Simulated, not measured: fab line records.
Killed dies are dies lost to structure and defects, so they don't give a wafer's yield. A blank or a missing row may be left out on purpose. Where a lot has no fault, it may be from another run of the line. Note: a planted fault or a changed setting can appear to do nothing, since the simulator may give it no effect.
Comparing a struck lot with a sound one / flow sky130 / 15 steps out of a route of 708
Sound: these wafers, L774.1, L774.3, L774.5. Wafers struck: L778.1, L778.2, L778.5. The cause comes at the end.
At each step with rows: each side's tool, then ch and its chambers, then its first start. Under that, the readings that differ: sound wafers / struck wafers / difference of the means / sigmas: that difference in standard deviations of wafers without a fault.
alike: readings whose means differ by less than 2 such deviations, and words and numbers that are the same on both sides. not compared: withheld readings, readings that some wafer has no value for, bounds like >300 that may hide the same value, and numbers for which the record gives no deviation and whose values overlap.
The two part at a step that has a row with sigmas, a row that says differs or no value, or rows on one side only. When numbers do not overlap yet have no deviation, they are printed without sigmas and do not part them. Lack of a reading on every wafer of one side parts them only where that side has two or more wafers.

first, 3 steps without rows for these wafers: SKY_SONOS_ONO_WET_ETCH_18 (etches Si3N4 in H3PO4, target depth 15 nm, time 172 s); SKY_GATE_OXIDE_CLEAN_00 (cleans in SC1/SC2, time 150 s); SKY_GATE_OXIDE_OXIDATION_01 (stabilise 600 s, purge 300 s, target thk 10.268 nm).
SKY_GATE_OXIDE_THK_MEAS_02:
  sound on film_metro-03, day 13 18:53; struck on film_metro-04, day 15 09:55
  alike: GATE_OXIDE_OXIDATION_00_THK
then, 7 steps without rows for these wafers: SKY_GATE_OXIDE_DEHYDRATE_03 (time 60 s); SKY_GATE_OXIDE_HMDS_04 (prime time 60 s); SKY_GATE_OXIDE_COAT_05 (resist thk 1140 nm); SKY_GATE_OXIDE_SOFTBAKE_06 (time 60 s); SKY_GATE_OXIDE_EXPOSE_07 (exposes mask LVOM, target cd 600 nm); SKY_GATE_OXIDE_PEB_08; SKY_GATE_OXIDE_DEVELOP_09 (develop time 60 s).
SKY_GATE_OXIDE_OVL_MEAS_10:
  sound on overlay-02, day 14 20:53; struck on overlay-02, day 16 12:52
  alike: GATE_OXIDE_OVL
SKY_GATE_OXIDE_IMPLANT_11:
  sound on implanter-03 ch 0, day 14 20:55; struck on implanter-01 ch 0, day 16 12:55
reading=beam_energy_keV; sound=10.001 10.003 9.9994; struck=10.872 10.870 10.869; difference=+0.869; sigmas=+99 or more
reading=model.implant.rp_nm (nm); sound=33.36 33.36 33.36; struck=35.94 35.94 35.94; difference=+2.58; sigmas=
reading=model.implant.drp_nm (nm); sound=17.11 17.11 17.11; struck=18.14 18.14 18.14; difference=+1.03; sigmas=
then, 1 step without rows for these wafers: SKY_GATE_OXIDE_WET_ETCH_12 (etches SiO2 in dHF, target depth 16.8 nm, time 336 s).
-- record jumps: 31 days separate the struck wafers' starts on either side; left off in module GATE_OXIDE, taken up again in module PAD_OPEN, whose first shown step is the route's number 708 --
SKY_PAD_OPEN_PROBE_99:
  sound on prober-01, day 46 04:10; struck on prober-01, day 47 11:02
reading=model.etest.pfet_01v8_lvt.off_log10_a_um; sound=-9.162 -8.977 -9.102; struck=-8.642 -8.832 -8.641; difference=+0.375; sigmas=
reading=model.etest.pfet_01v8_lvt.vt_sat_v (V); sound=-0.4639 -0.4637 -0.4658; struck=-0.4289 -0.4427 -0.4359; difference=+0.0286; sigmas=
  alike: killed_at_M0_to_M3, killed_at_M4_up, killed_at_contacts, killed_at_front_end, killed_at_other, killed_dies, killed_open, killed_short

## WHERE THEY PART
SKY_GATE_OXIDE_IMPLANT_11 only, going by this record. Later steps at which nothing parts them and some readings are alike: SKY_PAD_OPEN_PROBE_99.

WHY: what the simulator had put in
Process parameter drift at SKY_GATE_OXIDE_IMPLANT_11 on implanter-01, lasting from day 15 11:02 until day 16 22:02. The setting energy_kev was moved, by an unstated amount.
